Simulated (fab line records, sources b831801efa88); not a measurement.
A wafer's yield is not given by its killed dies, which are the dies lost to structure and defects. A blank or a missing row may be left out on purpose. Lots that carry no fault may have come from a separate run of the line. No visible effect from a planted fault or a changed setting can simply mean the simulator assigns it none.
Problem report, 8D (eight disciplines) form, completed by code / flow gf180mcu / the parts of the form that need people (team, actions taken, sign-off) are left out

== 1. THE ISSUE ==
Mean of heaterPowerTotalW at GF_V4_SOFTBAKE_10: 98.59 W across 2 wafers in 2 lots; on wafers with no fault it is 93.06 W (standard deviation 0.056). That puts it +99 standard deviations away from the usual mean.
The step: time 60 s.
Seen first at day 28 05:00 on lithoTrack-03, wafer L731.4. The record has a number at this step for 17 wafers belonging to 6 lots. The rule behind "out" and "out of limits": a value lying over 4 standard deviations away from the usual mean. The rest of the wafers with a number are treated as sound.

== 2. WHAT THIS IS AND IS NOT ==
question=which readings at this step | is=heaterPowerTotalW, runLengthS | is not=-
question=which lots | is=L731, L732 | is not=L724, L735, L739, L740
question=which wafers of those lots | is=L731.4, L732.2 | is not=L731.5, L732.3, L732.5
question=read on which tools | is=lithoTrack-03 | is not=lithoTrack-01, lithoTrack-02
question=when | is=from day 28 05:00 | is not=up to then (4 sound wafers); but 11 sound wafers of L732, L735, L739, L740 came after

== 3. THE SUSPECTS, EACH WITH WHAT RULES IT OUT ==
Counting: a tool at a process step up to the reading stays a suspect if it ran every lot that is out. Sound lots after the first of them don't rule it out here, since some wafers of a struck lot are sound.
- pecvd-04 at GF_V4_CVD_02 (deposits SiO2 from TEOS, target thk 850 nm, time 94.851 s): kept. It ran every lot that is out, first L731 (day 27 19:06).
- lithoTrack-03 at GF_V4_SOFTBAKE_10 (time 60 s): kept. Ran every lot that is out, first one L731 (day 28 05:00); last sound lot up to then L724 (day 26 03:00). Out on those wafers are its own readings of heaterPowerTotalW, runLengthS.
- Within pecvd-04 at GF_V4_CVD_02: the wafers that are out ran in chambers 1, 2; their sound lot-mates ran in chamber 0.
After counting, pecvd-04 at GF_V4_CVD_02 and lithoTrack-03 at GF_V4_SOFTBAKE_10 remain.

== 4. THE CAUSE (what the simulator had put in) ==
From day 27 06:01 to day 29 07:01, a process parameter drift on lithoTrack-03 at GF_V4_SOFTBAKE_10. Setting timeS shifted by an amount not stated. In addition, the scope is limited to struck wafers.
This tool is one of the 2 suspects left after counting.

== 5. SEQUENCE OF EFFECTS, ordered by route ==
Rows list readings where the struck wafers' mean (over those with a number) sits beyond 3 standard deviations from the usual. Only readings for which the record gives a usual standard deviation are gone through. hours: the time from each lot's start at the first step in this table that gives one to its start at this step, as a median over the lots. sigmas: the change in usual standard deviations.
hours=0; step=GF_V4_SOFTBAKE_10; reading=heaterPowerTotalW; usual=93.06 W; on struck wafers=98.59; change=+5.53; sigmas=+99
hours=0; step=GF_V4_SOFTBAKE_10; reading=runLengthS; usual=89.23 s; on struck wafers=79.34; change=-9.89; sigmas=-40
It contains these process steps:
- GF_V4_SOFTBAKE_10: time 60 s.
At these later measuring or inspecting steps, every struck wafer for which the step has a row has a number for every such reading, and none has moved that far: GF_V4_CD_MEAS_14, GF_V4_OVL_MEAS_15.

== 6. HOW IT WOULD HAVE BEEN CAUGHT EARLIER ==
First out-of-limits reading in this record: day 28 05:00, which is 23 hours after fault onset at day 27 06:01.
